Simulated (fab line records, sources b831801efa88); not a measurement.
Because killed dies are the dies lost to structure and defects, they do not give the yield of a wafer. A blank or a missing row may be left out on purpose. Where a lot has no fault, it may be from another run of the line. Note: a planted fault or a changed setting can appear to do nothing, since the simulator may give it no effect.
Check for tools in common -- flow gf180mcu -- Sampled: 14 lots, 42 wafers

REASON IT WAS OPENED
2 of 14 lots carry a flag on the reading LVPWELL_TW at GF_LVPWELL_TW_MEAS_11. No-fault wafers: 560.1, standard deviation 2.4.
Rule: flag the lot when none of its wafers has a number, or when each of its wafers that has one lies beyond 4 standard deviations from that mean. The other lots count as sound.

lot,measured,on,"LVPWELL_TW, wafer by wafer",flag
L993,day 4 06:21,film-metro-03,559.3 565.9 562.4,
L996,day 4 19:50,film-metro-02,563.4 562.4 562.6,
L997,day 5 00:46,film-metro-01,560.1 561.4 557.5,
L998,day 5 08:28,film-metro-01,563.1 560.9 558.7,
L999,day 5 12:37,film-metro-01,563.0 562.3 563.3,
L100,day 5 16:38,film-metro-01,562.3 559.8 559.7,
L101,day 6 01:14,film-metro-03,563.9 559.8 561.7,
L102,day 6 04:49,film-metro-02,560.4 559.3 558.8,
L104,day 6 18:05,film-metro-01,557.7 562.6 561.1,
L105,day 6 22:46,film-metro-03,556.0 560.1 564.6,
L106,day 7 01:58,film-metro-02,338.7 336.1 338.4,FLAGGED
L107,day 7 09:17,film-metro-03,338.9 338.7 339.0,FLAGGED
L108,day 7 14:57,film-metro-02,557.9 558.0 556.7,
L115,day 9 09:03,film-metro-01,561.1 559.3 561.3,
On average the flagged lots' numbers are 338.3, which is -221.8 against the usual, or -92 standard deviations.

WHICH TOOL EACH LOT WENT THROUGH
2 process steps preceding the reading are held in the record, out of 602 steps in the route. Every cell lists first the tool, next ch and the chambers used by the sampled wafers, and last the start.
lot,flag,GF_LVPWELL_IMPLANT_08,GF_LVPWELL_STRIP_10
L993,,"implanter-04 ch 0, day 4 05:59","plasma-asher-02 ch 0,1, day 4 06:16"
L996,,"implanter-03 ch 0, day 4 19:26","plasma-asher-04 ch 0,1, day 4 19:43"
L997,,"implanter-03 ch 0, day 5 00:22","plasma-asher-03 ch 0,1, day 5 00:39"
L998,,"implanter-03 ch 0, day 5 08:04","plasma-asher-04 ch 0,1, day 5 08:21"
L999,,"implanter-03 ch 0, day 5 12:13","plasma-asher-02 ch 0,1, day 5 12:31"
L100,,"implanter-04 ch 0, day 5 16:14","plasma-asher-04 ch 0,1, day 5 16:32"
L101,,"implanter-01 ch 0, day 6 00:52","plasma-asher-03 ch 0,1, day 6 01:08"
L102,,"implanter-03 ch 0, day 6 04:25","plasma-asher-03 ch 0,1, day 6 04:43"
L104,,"implanter-03 ch 0, day 6 17:41","plasma-asher-03 ch 0,1, day 6 17:59"
L105,,"implanter-03 ch 0, day 6 22:22","plasma-asher-03 ch 1, day 6 22:39"
L106,FLAGGED,"implanter-03, day 7 01:37","plasma-asher-02 ch 0,1, day 7 01:52"
L107,FLAGGED,"implanter-04, day 7 08:53","plasma-asher-04 ch 0,1, day 7 09:11"
L108,,"implanter-04 ch 0, day 7 14:33","plasma-asher-04 ch 0,1, day 7 14:51"
L115,,"implanter-04 ch 0, day 9 08:41","plasma-asher-04 ch 0,1, day 9 08:58"
What these steps do:
- GF_LVPWELL_IMPLANT_08
- GF_LVPWELL_STRIP_10: strips in O2/N2.
- GF_LVPWELL_TW_MEAS_11

FLAGGED AGAINST TOTAL, ONE TOOL AT A TIME (gauges that did the reading follow at the end)
step,tool,lots run,flagged,share of the flagged lots,sound lots run after its first flagged lot
GF_LVPWELL_IMPLANT_08,implanter-01,1,0,none,-
GF_LVPWELL_IMPLANT_08,implanter-03,8,1,some,0
GF_LVPWELL_IMPLANT_08,implanter-04,5,1,some,"2 (L108,L115)"
GF_LVPWELL_STRIP_10,plasma-asher-02,3,1,some,0
GF_LVPWELL_STRIP_10,plasma-asher-03,5,0,none,-
GF_LVPWELL_STRIP_10,plasma-asher-04,6,1,some,"2 (L108,L115)"
GF_LVPWELL_TW_MEAS_11,film-metro-01,6,0,none,-
GF_LVPWELL_TW_MEAS_11,film-metro-02,4,1,some,1 (L108)
GF_LVPWELL_TW_MEAS_11,film-metro-03,4,1,some,0

WHAT THE TABLE ALLOWS
No row of the table ran every flagged lot.

WHAT THE SIMULATOR PUT IN
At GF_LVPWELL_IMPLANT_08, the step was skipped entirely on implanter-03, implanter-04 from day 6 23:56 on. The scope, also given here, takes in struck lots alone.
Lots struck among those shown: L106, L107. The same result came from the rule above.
